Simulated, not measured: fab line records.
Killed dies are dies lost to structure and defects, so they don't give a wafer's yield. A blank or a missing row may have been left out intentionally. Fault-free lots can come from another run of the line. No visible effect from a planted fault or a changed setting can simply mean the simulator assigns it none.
A lot that was struck, set against a sound lot | flow gf180mcu | 17 steps out of a route of 602
Sound: wafers L787.1, L787.4, L787.5. Struck: wafer L779.3. (L779.4, L779.5 of the same lot were not struck and are left out.) The cause comes at the end.
Order at every step that has rows: each side's tool, ch and its chambers, its first start. Under that, the readings that differ: sound wafers | struck wafers | difference of the means | sigmas: that difference in standard deviations of wafers without a fault.
alike: same words and numbers on both sides, and readings whose means sit less than 2 such deviations apart. not compared: any withheld reading, any reading some wafer has no value for, any bound like >300 that may hide the same value, and any number with overlapping values for which the record gives no deviation.
A row with sigmas, a row that says differs or no value, or rows on one side alone: a step with any of these is where the two part. Numbers that have no deviation but don't overlap get no sigmas and don't part them. A reading that every wafer of one side lacks parts them only if that side has two wafers or more.

first, 1 step without rows for these wafers: GF_STI_DEVELOP_11 (develop time 60 s).
GF_STI_CD_MEAS_12 targets a cd of 220 nm.
  sound on cd-sem-02 at day 5 22:04; struck on cd-sem-01 at day 4 09:01
  reading    | sound             | struck | difference | sigmas
  cd-nm (nm) | 218.2 217.3 218.5 | 221.2  | +3.2       | +2
GF_STI_ETCH_13: etches the open film in CHF3/O2, stops on Si, target depth 282.31 nm, time 112.9 s.
  sound on rie-diel-01 ch 0,1,3, day 5 22:11; struck on rie-diel-03 ch 2, day 4 09:05
  alike: chf3-flow-sccm, drypump-motor-current-A, oes-product-au, throttle-valve-pct
  not compared: rf-hours-counter-h
GF_STI_ETCH_14: etches Si in HBr/Cl2/O2, target depth 360 nm, time 102.9 s.
  sound on rie-si-01 ch 0,1,2, day 5 22:16; struck on rie-si-01 ch 2, day 4 09:10
  alike: drypump-motor-current-A, he-backside-leak-sccm, oes-product-au, throttle-valve-pct
  not compared: rf-hours-counter-h
GF_STI_STRIP_15: strips in O2/N2.
  sound on plasma-asher-01 ch 0,1, day 5 22:20; struck on plasma-asher-01 ch 0, day 4 09:17
  alike: drypump-motor-current-A, heater-power-w, n2-flow-sccm, oes-product-au, platen-temp-c, strip-time-to-endpoint-s
  not compared: rf-hours-counter-h
then, 6 steps without rows for these wafers: GF_STI_CLEAN_16 (cleans in dHF, time 25 s); GF_STI_WET_ETCH_17 (etches Si3N4 in H3PO4, target depth 45 nm, time 514 s); GF_STI_CLEAN_18 (cleans in SC1/SC2, time 150 s); GF_STI_CLEAN_19 (cleans in dHF, time 20 s); GF_STI_WET_ETCH_20 (etches SiO2 in dHF, target depth 20 nm, time 400 s); GF_STI_OXIDATION_21 (stabilise 600 s, purge 300 s, target thk 15 nm).
GF_STI_THK_MEAS_22:
  sound on film-metro-03 at day 5 23:57; struck on film-metro-04 at day 4 11:08
  alike: STI_OXIDATION_01_THK
GF_STI_CVD_23: deposits SiO2, target thk 650 nm, time 108.3 s.
  sound on hdpcvd-01 ch 0,2, day 6 00:01; struck on hdpcvd-02 ch 2, day 4 11:11
  reading                              | sound                | struck | difference | sigmas
  susceptor-temp-C (C)                 | 600.36 600.41 599.83 | 599.55 | -0.65      | -2
  model.SiO2_of_STI_CVD_23.thk-nm (nm) | 643.2 643.8 645.9    | 706.9  | +62.6      |
GF_STI_THK_MEAS_24:
  sound on film-metro-04 at day 6 00:05; struck on film-metro-01 at day 4 11:16
  reading             | sound       | struck | difference | sigmas
  STI_CVD_23_THK (nm) | 643 644 646 | 707    | +63        | +8
GF_STI_CMP_25: polishes, stops on Si3N4, t overpolish 33 s, target thk 524.6 nm.
  sound on cmp-01 ch 1,2,3, day 6 00:15; struck on cmp-01 ch 3, day 4 11:19
  reading                | sound       | struck | difference | sigmas
  time-to-endpoint-s (s) | 113 113 122 | 130    | +14        | +3
  alike: motor-current-A, slurry-filter-dp-kPa
then, 1 step without rows for these wafers: GF_STI_WET_ETCH_26 (etches SiO2 in dHF, target depth 94 nm, time 188 s).
-- the record jumps here: 28 days lie between the struck wafers' starts before and after (it left off in module STI and takes up again in module PASSIVATION, whose first step shown is number 602 of the route) --
GF_PASSIVATION_PROBE_99:
  record: rows for the struck wafers here (prober-01, day 32 03:33), none for the sound ones

## WHERE THEY PART
Last at GF_PASSIVATION_PROBE_99 as far as this record goes, first at GF_STI_CD_MEAS_12.

WHY: whatever the simulator had introduced
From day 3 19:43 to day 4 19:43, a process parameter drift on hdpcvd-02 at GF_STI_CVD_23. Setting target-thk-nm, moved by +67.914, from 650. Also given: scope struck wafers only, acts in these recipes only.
